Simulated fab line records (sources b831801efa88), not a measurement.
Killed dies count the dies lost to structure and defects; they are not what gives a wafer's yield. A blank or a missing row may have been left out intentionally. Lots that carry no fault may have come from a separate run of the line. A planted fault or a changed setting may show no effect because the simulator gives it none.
2 desks, one fault ; flow sky130 ; each desk has only its own numbers; what lay behind them comes last

FROM THE METROLOGY DESK
Means of the sampled wafers that have a number, per lot and without regard to the tool the lot ran on: this is what the gauges read. The brackets show how far a lot's mean lies from the usual mean; more than 4 standard deviations puts the lot out of limits, marked OUT. 7 of its 8 readings are shown: the first one out of limits and those lying furthest out on some lot.
Columns: A = SD_N_TW at SKY_SD_N_TW_MEAS_12, usual 3971; B = SD_N_RS at SKY_SD_N_RS_MEAS_16, usual 68.50 ohm/sq; C = SD_P_RS at SKY_SD_N_RS_MEAS_17, usual 146.9 ohm/sq; D = RES_XHIGH_RS at SKY_SD_N_RS_MEAS_18, usual 332.8 ohm/sq; E = LI_CONTACT_BOW at SKY_LI_CONTACT_BOW_MEAS_03, usual 55 um; F = cd nm at SKY_LI_CONTACT_CD_MEAS_12, usual 169.4 nm; G = LI_CONTACT_OVL at SKY_LI_CONTACT_OVL_MEAS_13, usual 6 nm
lot;first seen here;A;B;C;D;E;F;G
L316;day 29 04:39;3947;68.49;146.9;331.8;46;169.0;3
L319;day 30 02:21;3982;68.51;147.1;332.0;58;167.8;9
L323;day 31 13:42;3997;68.37;146.4;331.7;33;168.4;3
L324;day 31 16:35;3966;68.51;147.0;331.6;24 (-4.6) OUT;168.8;1
L333;day 35 10:53;3997;68.58;147.1;333.1;56;170.2;10
L335;day 35 11:51;3938;68.50;147.0;333.8;60;168.8;9
This desk reports L324 out of limits; the earliest was L324 at day 31 18:09 (LI_CONTACT_BOW at SKY_LI_CONTACT_BOW_MEAS_03). Within limits: L316, L319, L323, L333, L335.

DESK OF THE TOOL OWNER: hdpcvd-02
The tool's own readings at SKY_LI_CONTACT_HDPCVD_00 (deposits PSG, target thk 930 nm, time 155 s): means of the sampled wafers that have a number, for each lot that ran on this tool. The brackets show how far a lot's mean lies from the usual mean; more than 4 standard deviations puts the lot out of limits, marked OUT.
Columns: A = pressure mtorr at SKY_LI_CONTACT_HDPCVD_00, usual 6.001 mTorr; B = run length s at SKY_LI_CONTACT_HDPCVD_00, usual 182.9 s
lot;first seen here;A;B
L316;day 29 05:44;5.997;183.9
This desk's finding: nothing out of limits on the one lot.

PUT TOGETHER
An alarm was possible from the metrology desk at day 31 18:09, on L324.
Nothing out of limits was seen by the tool owner's desk.
The tool owner's desk has no number on record for L324.
Of the lots named, all ran SKY_LI_CONTACT_HDPCVD_00 on hdpcvd-02.

WHAT HAD BEEN PUT IN BY THE SIMULATOR
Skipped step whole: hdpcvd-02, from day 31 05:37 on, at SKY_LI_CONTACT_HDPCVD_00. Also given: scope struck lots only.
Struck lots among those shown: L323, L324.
Per desk, hours elapsed from the start of the fault to the first reading out of limits: for the metrology desk, 13.
